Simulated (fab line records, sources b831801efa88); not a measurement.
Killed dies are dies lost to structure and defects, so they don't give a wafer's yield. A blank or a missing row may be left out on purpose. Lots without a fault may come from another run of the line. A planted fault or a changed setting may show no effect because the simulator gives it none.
A struck lot beside a sound one | flow sfq_line | 14 steps out of a route of 325
Sound: wafers L858.1, L858.2, L858.6. Struck: wafer L852.5. (L852.4 of the same lot was not struck and is left out.) The cause comes at the end.
At each step with rows: each side's tool, then ch and its chambers, then its first start. Under that, the readings that differ: sound wafers | struck wafers | difference of the means | sigmas: that difference in standard deviations of wafers without a fault.
alike: readings whose means differ by less than 2 such deviations, and words and numbers that are the same on both sides. not compared: withheld readings, readings that some wafer has no value for, bounds like >300 that may hide the same value, and numbers for which the record gives no deviation and whose values overlap.
The two part at a step that has a row with sigmas, a row that says differs or no value, or rows on one side only. Numbers that don't overlap but have no deviation are shown without sigmas and don't part them. A reading that every wafer of one side lacks parts them only if that side has two wafers or more.

SFQ_TRILAYER_R5_DEP_SPUTTER_133: material MoNx, target thk 40 nm, time 66.7 s.
  sound on pvd_sputter-04, day 62 06:43; struck on pvd_sputter-03, day 59 20:22
  alike: chamber_pressure_pa, throttle_valve_pct
SFQ_TRILAYER_R5_DEP_SPUTTER_134: material Ti, target thk 5 nm, time 5 s.
  sound on pvd_sputter-04, day 62 06:46; struck on pvd_sputter-03, day 59 20:25
  alike: chamber_pressure_pa, throttle_valve_pct
SFQ_R5_RS_MEAS_933: measures by four-point-probe.
  sound on film_metro-02, day 62 06:47; struck on film_metro-04, day 59 20:30
  alike: R5_MONX_RS
SFQ_R5_THK_MEAS_934: measures by xrf.
  sound on film_metro-02, day 62 06:55; struck on film_metro-04, day 59 20:35
  alike: R5_MONX_THK
then, 6 steps without rows for these wafers: SFQ_TRILAYER_R5_LITHO_COAT_141 (resist thk 62 nm); SFQ_TRILAYER_R5_LITHO_COAT_136 (resist thk 600 nm); SFQ_TRILAYER_R5_LITHO_SOFTBAKE_140; SFQ_TRILAYER_R5_LITHO_EXPOSE_137 (exposes mask R5, target cd 500 nm); SFQ_TRILAYER_R5_LITHO_PEB_139 (peb time 60 s); SFQ_TRILAYER_R5_LITHO_DEVELOP_138 (time 60 s).
SFQ_R5_OVL_MEAS_935:
  sound on overlay-01, day 68 03:45; struck on overlay-02, day 60 20:08
  alike: R5_OVL
SFQ_TRILAYER_R5_BARC_OPEN_METAL_ETCH_177: etches BARC in O2, target depth 125 nm, time 41.7 s.
  sound on rie_metal-03 ch 0,1, day 68 03:47; struck on rie_metal-04 ch 0, day 60 20:10
  alike: drypump_motor_current_A, oes_product_au, run_length_s
  not compared: rf_hours_counter_h
SFQ_TRILAYER_R5_ETCH_METAL_ETCH_139: etches the open film in Cl2, stops on SiO2, target depth 60 nm, time 40 s.
  sound on rie_metal-03 ch 0,1, day 68 03:51; struck on rie_metal-04 ch 0, day 60 20:14
  reading                                                      | sound             | struck | difference | sigmas
  oes_product_au (a.u.)                                        | 0.987 0.995 0.986 | 0.876  | -0.113     | -22
  run_length_s (s)                                             | 68.4 68.6 68.2    | 77.7   | +9.3       | +29
  model.KrF_of_TRILAYER_R5_LITHO_COAT_136.thk_nm (nm)          | 497.8 499.6 499.8 | 492.9  | -6.2       |
  model.Nb_of_TRILAYER_JJ_TRILAYER_DEP_SPUTTER_112.thk_nm (nm) | 162.3 160.9 161.4 | 157    | -5         |
  alike: drypump_motor_current_A
  not compared: rf_hours_counter_h
SFQ_TRILAYER_R5_STRIP_STRIP_140: strips in O2.
  sound on rie_metal-03 ch 0,1, day 68 03:55; struck on rie_metal-04 ch 0, day 60 20:28
  reading           | sound             | struck | difference | sigmas
  platen_temp_c (C) | 40.00 39.81 39.90 | 40.16  | +0.26      | +2
  alike: drypump_motor_current_A, oes_product_au
  not compared: rf_hours_counter_h

WHERE THEY PART
First at SFQ_TRILAYER_R5_ETCH_METAL_ETCH_139; last, within this record, at SFQ_TRILAYER_R5_STRIP_STRIP_140.

WHY: what the simulator had put in
Process parameter drift: rie_metal-04, from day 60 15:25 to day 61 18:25, at SFQ_TRILAYER_R5_ETCH_METAL_ETCH_139. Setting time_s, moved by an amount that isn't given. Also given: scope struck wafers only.
